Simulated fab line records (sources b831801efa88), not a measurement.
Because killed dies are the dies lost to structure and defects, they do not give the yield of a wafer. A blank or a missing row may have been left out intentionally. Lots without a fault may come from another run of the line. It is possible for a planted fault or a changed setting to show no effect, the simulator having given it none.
fab line records -- flow sky130
[record] lots = 13, wafers = 39, lastDay = 50
route steps=708 shown VT_ADJUST_HVTR@137
lots with no fault: from the same line, run without faults
startH: hours from the record's first day to the start of the lot's first wafer shown -- waitH: time in hours since the lot's previous step -- " unchanged from the row above -- L1.1+2: several wafers, shown together as one row -- - value missing, or start not given -- * or withheld: withheld -- < > ~ a bound
route shown NAME@n: names a module that has steps shown in the file, with the first one's number in the route -- usual: the fault-free wafers' mean and standard deviation -- same: alike in all rows -- chamber/n: place in a boat -- sites: readings site by site -- _std_site: how widely they spread, as a standard deviation -- _edge_site: inner sites' mean taken away from outer sites' mean -- radiusMm: how far each site lies from the wafer's centre -- mask NAME#n: copy n -- behind: tool/chamber where the wafer was last shaped -- hold: the reason the lot was held/the length of the hold in hours/how it ended -- device: names the non-switching transistor (n, p or np) -- end of line: the same wafers' tests at the end of the route -- step lacking rows: just its recipe -- killed: dies that structure and defects cost at the first sort, which is not the same as the wafer's yield -- map: dies across one wafer; x = killed, . = not, _ = none there
set.NAME: the setting as run; set.NAME@STEP: as run at that earlier step -- model.NAME: the simulator's own value behind a step, which no gauge read
the route's steps for a sample of lots (tables are steps, rows are wafers)
[[steps]]
[step SKY_VT_ADJUST_HVTR_DEVELOP_06]
[recipe] developTimeS = 60, devTempC = 23
lot.wafer,tool,chamber,startH,waitH
L999.4+5+6,lithoTrack-02,0,205.89,0.1
L101.1+4+5,lithoTrack-04,0,218.60,0.1
L100.2+5+6,lithoTrack-02,0,220.84,0.1
L106.4+5+6,lithoTrack-03,0,259.40,0.1
L111.1+2+6,lithoTrack-02,0,290.57,0.1
L113.1+3+5,lithoTrack-04,0,310.05,0.1
L116.1+2+3,lithoTrack-02,0,334.81,0.1
L118.1+4+6,lithoTrack-04,0,346.90,0.1
L117.3+4+5,lithoTrack-04,0,349.05,0.1
L119.2+3+4,lithoTrack-04,0,352.78,0.1
L120.4+5+6,lithoTrack-03,0,354.90,0.1
L121.1+4+6,lithoTrack-04,0,368.65,0.1
L122.1+2+4,lithoTrack-02,0,374.16,0.1
[step SKY_VT_ADJUST_HVTR_CD_MEAS_07]
[recipe] targetCdNm = 380
[usual] cdNm = 380/3.1
lot.wafer,tool,chamber,startH,waitH,cdNm
L999.4,cdSem-01,-,206.03,0.1,373
L999.5,cdSem-01,-,206.03,0.1,375
L999.6,cdSem-01,-,206.03,0.1,376
L101.1,cdSem-02,-,218.75,0.1,375
L101.4,cdSem-02,-,218.75,0.1,375
L101.5,cdSem-02,-,218.75,0.1,373
L100.2,cdSem-01,-,220.99,0.1,377
L100.5,cdSem-01,-,220.99,0.1,379
L100.6,cdSem-01,-,220.99,0.1,376
L106.4,cdSem-01,-,259.53,0.1,392
L106.5,cdSem-01,-,259.53,0.1,380
L106.6,cdSem-01,-,259.53,0.1,379
L111.1,cdSem-02,-,290.72,0.1,384
L111.2,cdSem-02,-,290.72,0.1,381
L111.6,cdSem-02,-,290.72,0.1,385
L113.1,cdSem-01,-,310.20,0.1,376
L113.3,cdSem-01,-,310.20,0.1,376
L113.5,cdSem-01,-,310.20,0.1,379
L116.1,cdSem-02,-,334.96,0.1,383
L116.2,cdSem-02,-,334.96,0.1,382
L116.3,cdSem-02,-,334.96,0.1,386
L118.1,cdSem-01,-,347.05,0.1,385
L118.4,cdSem-01,-,347.05,0.1,381
L118.6,cdSem-01,-,347.05,0.1,382
L117.3,cdSem-01,-,349.19,0.1,385
L117.4,cdSem-01,-,349.19,0.1,383
L117.5,cdSem-01,-,349.19,0.1,383
L119.2,cdSem-01,-,352.92,0.1,379
L119.3,cdSem-01,-,352.92,0.1,377
L119.4,cdSem-01,-,352.92,0.1,382
L120.4,cdSem-02,-,355.03,0.1,377
L120.5,cdSem-02,-,355.03,0.1,379
L120.6,cdSem-02,-,355.03,0.1,383
L121.1,cdSem-02,-,368.80,0.1,375
L121.4,cdSem-02,-,368.80,0.1,376
L121.6,cdSem-02,-,368.80,0.1,380
L122.1,cdSem-02,-,374.31,0.1,380
L122.2,cdSem-02,-,374.31,0.1,383
L122.4,cdSem-02,-,374.31,0.1,382
[[key]]
[firstSign] step = SKY_VT_ADJUST_HVTR_CD_MEAS_07, reading = cdNm, direction = up, sigmas = 3.9, usual = 380, struck = 392
effect none on later readings
metAt SKY_VT_ADJUST_HVTR_DEVELOP_06
struckLots L106
struckWafers L106.4
testerLeftOut L106
[fault] kind = processParameterDrift, tool = lithoTrack-03, chamber = -, onsetH = 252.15, steps = SKY_VT_ADJUST_HVTR_DEVELOP_06, channel = developTimeS, offset = *, shape = step, endH = 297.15, scope = struckWafersOnly, actsIn = *, stated = *
// testerLeftOut: of these lots the tester's yield and bins aren't shown, on N5 and GAA mostly nor the transistor test; their killed dies are dies lost to structure and defects alone, not to doping, threshold or leakage, so they don't give the yield
